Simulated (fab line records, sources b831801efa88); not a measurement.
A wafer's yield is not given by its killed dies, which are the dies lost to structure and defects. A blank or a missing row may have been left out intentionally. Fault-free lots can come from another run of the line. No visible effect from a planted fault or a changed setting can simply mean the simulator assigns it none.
A struck lot beside a sound one | flow sfq line | 21 out of 325 route steps
Sound: the wafers L452.2, L452.3, L452.4. The struck wafers were L459.1, L459.3, L459.5. The cause is named last.
For every step that has rows: the tool of each side, followed by ch and its chambers, followed by its first start. Under that, the readings that differ: sound wafers | struck wafers | difference of the means | sigmas: that difference in standard deviations of wafers without a fault.
alike: a reading whose means differ by less than 2 such deviations, as well as words and numbers matching on both sides. not compared: withheld readings; readings where some wafer has no value; bounds like >300 that might hide an equal value; numbers whose values overlap and for which the record gives no deviation.
The two part at a step that has a row with sigmas, a row that says differs or no value, or rows on one side only. Numbers that don't overlap but have no deviation are shown without sigmas and don't part them. A reading that every wafer of one side lacks parts them only if that side has two wafers or more.

first, 3 steps without rows for these wafers: SFQ_TRILAYER_M7_LITHO_EXPOSE_178 (exposes mask M7, target cd 500 nm); SFQ_TRILAYER_M7_LITHO_PEB_180 (peb time 60 s); SFQ_TRILAYER_M7_LITHO_DEVELOP_179 (time 60 s).
SFQ_M7_OVL_MEAS_945:
  struck on overlay-02, day 80 09:50; sound on overlay-02, day 70 23:28
  alike: M7_OVL
then, 1 step without rows for these wafers: SFQ_TRILAYER_M7_BARC_OPEN_METAL_ETCH_229 (etches BARC in O2, target depth 125 nm, time 41.7 s).
SFQ_TRILAYER_M7_ETCH_METAL_ETCH_180: etches Nb in Cl2/Ar, stops on SiO2, target depth 240 nm, time 120 s.
  sound on rie metal-02 ch 1, day 70 23:40; struck on rie metal-01 ch 1, day 80 09:56
  alike: drypump motor current A, oes product au
  not compared: rf hours counter h
SFQ_TRILAYER_M7_STRIP_STRIP_181: strips in O2.
  sound on rie metal-02 ch 1, day 71 00:04; struck on rie metal-01 ch 1, day 80 10:04
  alike: drypump motor current A, oes product au
  not compared: rf hours counter h
then, 2 steps without rows for these wafers: SFQ_TRILAYER_M7_STRIP_SOLV_CLEAN_182 (cleans in NMP, time 600 s); SFQ_TRILAYER_I7_DEP_PECVD_183 (deposits SiO2 from SiH4/N2O, time 111.11 s, target thk 500 nm).
SFQ_TRILAYER_I7_CMP_CMP_184: polishes SiO2.
  sound on cmp-01 ch 0,1,3, day 71 01:19; struck on cmp-01 ch 0,1,3, day 80 10:55
  alike: motor current A, time to endpoint s
SFQ_I7_BOW_MEAS_946:
  struck on film metro-03, day 80 13:55; sound on film metro-02, day 71 04:20
  alike: I7_BOW
SFQ_TRILAYER_I7_METRO_MEASURE_185:
  struck on film metro-03, day 80 14:02; sound on film metro-02, day 71 04:38
  alike: thk nm
SFQ_TRILAYER_I7_VIA_LITHO_COAT_192: resist thk 62 nm.
  sound on litho track-02 ch 0, day 71 05:41; struck on litho track-02 ch 0, day 80 15:14
  reading                                                  | sound             | struck           | difference | sigmas
  model.BARC_of_TRILAYER_I7_VIA_LITHO_COAT_192.thk nm (nm) | 61.91 62.07 62.08 | 60.9 60.81 60.91 | -1.1       |
  alike: chill plate temp C
then, 5 steps without rows for these wafers: SFQ_TRILAYER_I7_VIA_LITHO_COAT_187 (resist thk 650 nm); SFQ_TRILAYER_I7_VIA_LITHO_SOFTBAKE_191; SFQ_TRILAYER_I7_VIA_LITHO_EXPOSE_188 (exposes mask I7, target cd 1000 nm); SFQ_TRILAYER_I7_VIA_LITHO_PEB_190 (peb time 60 s); SFQ_TRILAYER_I7_VIA_LITHO_DEVELOP_189 (time 60 s).
-- the record jumps here: 4 days lie between the struck wafers' starts before and after --
SFQ_I7_OVL_MEAS_947:
  struck on overlay-02, day 84 07:55; sound on overlay-02, day 75 04:20
  alike: I7_OVL
SFQ_TRILAYER_I7_VIA_BARC_OPEN_VIA_ETCH_260: etches BARC in O2, target depth 125 nm, time 41.7 s.
  sound on rie diel-04 ch 0,2, day 75 04:22; struck on rie diel-01 ch 2,3, day 84 07:57
  reading                  | sound             | struck           | difference | sigmas
  model.etch.depth nm (nm) | 61.91 62.07 62.08 | 60.9 60.81 60.91 | -1.1       |
  alike: drypump motor current A, oes product au
  not compared: rf hours counter h
SFQ_TRILAYER_I7_VIA_ETCH_VIA_ETCH_190: etches SiO2 in CHF3, stops on Nb, target depth 260 nm.
  sound on rie diel-04 ch 0,2, day 75 04:24; struck on rie diel-01 ch 2,3, day 84 07:59
  alike: drypump motor current A, oes product au

## WHERE THEY PART
Nowhere in this record.

WHY: what had been put in by the simulator
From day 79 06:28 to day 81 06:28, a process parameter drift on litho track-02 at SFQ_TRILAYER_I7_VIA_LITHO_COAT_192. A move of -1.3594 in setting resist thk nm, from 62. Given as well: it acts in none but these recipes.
